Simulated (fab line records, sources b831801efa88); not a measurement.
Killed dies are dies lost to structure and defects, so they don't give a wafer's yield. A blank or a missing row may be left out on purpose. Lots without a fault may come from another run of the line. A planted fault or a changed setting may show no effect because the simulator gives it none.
One fault seen from 2 desks | flow gf180mcu | each desk has only its own numbers; what lay behind them comes last

THE TOOL OWNER'S DESK: litho_track-02
The tool's own readings at GF_HV_LDD_SOFTBAKE_42 (time 60 s): means of the sampled wafers that have a number, for each lot that ran on this tool. A lot is out of limits, marked OUT, if its mean lies more than 4 standard deviations from the usual mean; the brackets give that distance.
Columns: A = run_length_s at GF_HV_LDD_SOFTBAKE_42, usual 89.15 s
lot  | first seen here | A
L442 | day 12 00:18    | 89.24
L452 | day 15 12:26    | 90.40 (+8.9) OUT
L453 | day 15 13:03    | 89.88 (+5.2) OUT
L461 | day 18 18:07    | 89.07
This desk's finding: out of limits on L452, L453; first on L452, day 15 12:26 (run_length_s at GF_HV_LDD_SOFTBAKE_42). In limits: L442, L461.

THE METROLOGY DESK
What the gauges read, lot by lot, whatever tool the lot ran on: means of the sampled wafers that have a number. A lot is out of limits, marked OUT, if its mean lies more than 4 standard deviations from the usual mean; the brackets give that distance.
Columns: A = cd_nm at GF_HV_LDD_CD_MEAS_07, usual 399.8 nm; B = HV_LDD_02_OVL at GF_HV_LDD_OVL_MEAS_32, usual 1.5 nm; C = cd_nm at GF_HV_LDD_CD_MEAS_46, usual 399.5 nm
lot  | first seen here | A     | B    | C
L442 | day 10 00:35    | 403.2 | 1.1  | 401.9
L444 | day 10 21:57    | 399.3 | -1.4 | 401.1
L445 | day 11 00:43    | 401.6 | 1.6  | 400.6
L452 | day 13 04:47    | 402.0 | 0.2  | 398.4
L453 | day 13 07:46    | 402.8 | 2.3  | 400.7
L455 | day 14 01:37    | 398.5 | 1.6  | 399.2
L457 | day 14 19:44    | 400.4 | 1.6  | 401.1
L458 | day 14 21:12    | 398.7 | 1.9  | 396.9
L460 | day 15 20:01    | 399.3 | 1.5  | 402.6
L461 | day 16 07:16    | 403.0 | 0.1  | 399.4
L462 | day 16 09:49    | 394.0 | 2.3  | 401.8
L463 | day 16 14:44    | 397.8 | 2.1  | 400.1
L464 | day 17 04:13    | 398.6 | 4.5  | 400.9
L465 | day 17 14:16    | 397.6 | 1.2  | 396.8
This desk's finding: nothing out of limits on any of the 14 lots.

PUT TOGETHER
The tool owner's desk could have raised an alarm at day 15 12:26, on L452, L453.
The metrology desk saw nothing out of limits.
The metrology desk has L452, L453 on record, within its limits.
Of the lots named, all ran GF_HV_LDD_SOFTBAKE_42 on litho_track-02.

WHAT THE SIMULATOR HAD PUT IN
Process parameter drift: litho_track-02, from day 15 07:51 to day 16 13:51, at GF_HV_LDD_SOFTBAKE_42. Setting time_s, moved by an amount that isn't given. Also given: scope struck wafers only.
Lots struck among those shown: L452, L453.
Hours from the fault's start to each desk's first reading out of limits: the tool owner's desk, 5.
